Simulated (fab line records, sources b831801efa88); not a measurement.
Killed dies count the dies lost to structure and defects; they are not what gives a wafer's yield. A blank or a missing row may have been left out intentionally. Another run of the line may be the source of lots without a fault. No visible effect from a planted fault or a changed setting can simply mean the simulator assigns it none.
Split-lot trial	flow sky130	23 wafers read from 5 lots, route of 708 steps

## THE SPLIT
At SKY_LI_CONTACT_SPUTTER_19 (material Ti, target thk 20 nm, time 106.37 s), the setting time_s was moved away from the recipe's 106.37 s on 8 of the 23 wafers read, by +4.4% to +10.8%. For the rest of the wafers, this setting stayed at what the recipe calls for.

The reading is taken at the split's own step.

## THE READING
Ti_of_LI_CONTACT_SPUTTER_19.thk_nm (the simulator's own value, which no gauge read), in nm, at SKY_LI_CONTACT_SPUTTER_19 (material Ti, target thk 20 nm, time 106.37 s). There is no usual value for it anywhere in the file. Here, 15 wafers ran the recipe; their average is 20.05 nm with a standard deviation of 0.29 nm.

wafer	tool, chamber at the split	time_s as run, s	against the recipe	Ti_of_LI_CONTACT_SPUTTER_19.thk_nm, nm	against lot-mates on the recipe
L074.1	pvd_sputter-01, -	106.37	recipe	20.1	-
L074.2	pvd_sputter-01, -	111.1	+4.4%	21.41	+1.36
L074.3	pvd_sputter-01, -	111.1	+4.4%	20.78	+0.73
L074.4	pvd_sputter-01, -	106.37	recipe	19.94	-
L074.6	pvd_sputter-01, -	106.37	recipe	20.12	-
L077.1	pvd_sputter-01, -	106.37	recipe	19.41	-
L077.2	pvd_sputter-01, -	106.37	recipe	19.49	-
L077.3	pvd_sputter-01, -	106.37	recipe	19.94	-
L077.4	pvd_sputter-01, -	106.37	recipe	20.16	-
L077.5	pvd_sputter-01, -	106.37	recipe	20.33	-
L079.1	pvd_sputter-01, -	106.37	recipe	20.23	-
L079.4	pvd_sputter-01, -	106.37	recipe	20.05	-
L079.5	pvd_sputter-01, -	106.37	recipe	20.39	-
L080.1	pvd_sputter-01, -	117.9	+10.8%	21.76	+1.70
L080.2	pvd_sputter-01, -	117.9	+10.8%	22.47	+2.41
L080.4	pvd_sputter-01, -	106.37	recipe	20.19	-
L080.5	pvd_sputter-01, -	117.9	+10.8%	21.74	+1.68
L080.6	pvd_sputter-01, -	106.37	recipe	19.93	-
L085.1	pvd_sputter-04, -	115.4	+8.5%	21.74	+1.48
L085.2	pvd_sputter-04, -	115.4	+8.5%	21.6	+1.35
L085.3	pvd_sputter-04, -	106.37	recipe	20.49	-
L085.4	pvd_sputter-04, -	115.4	+8.5%	21.71	+1.46
L085.6	pvd_sputter-04, -	106.37	recipe	20.02	-

FIT RESULTS
A straight line over all 23 wafers: Ti_of_LI_CONTACT_SPUTTER_19.thk_nm changes by +0.185 nm for each +1% of time_s; r = +0.94; the points scatter about the line by 0.3 nm.
The same after taking each lot's own level away (the mean of its wafers on the recipe; 23 wafers): +0.177 nm for each +1%; r = +0.94; scatter 0.27 nm.
According to that fit, moving time_s by its largest amount changes the reading by 1.9 nm.
The lots' own levels span 19.866 to 20.255 nm, that is 1.4 times the standard deviation above.
The two slopes are in agreement: the lot-to-lot level therefore moves the slope only a little.
Check: with one of the wafers moved furthest among these (+10.8%) left out of the fit, the line predicts +1.98 nm for it against its lot-mates. Against them it came out at +1.7 nm.

## THE FILE'S OWN FIT
Ti_of_LI_CONTACT_SPUTTER_19.thk_nm changes by +0.18 nm for each +1% of time_s, r = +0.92.
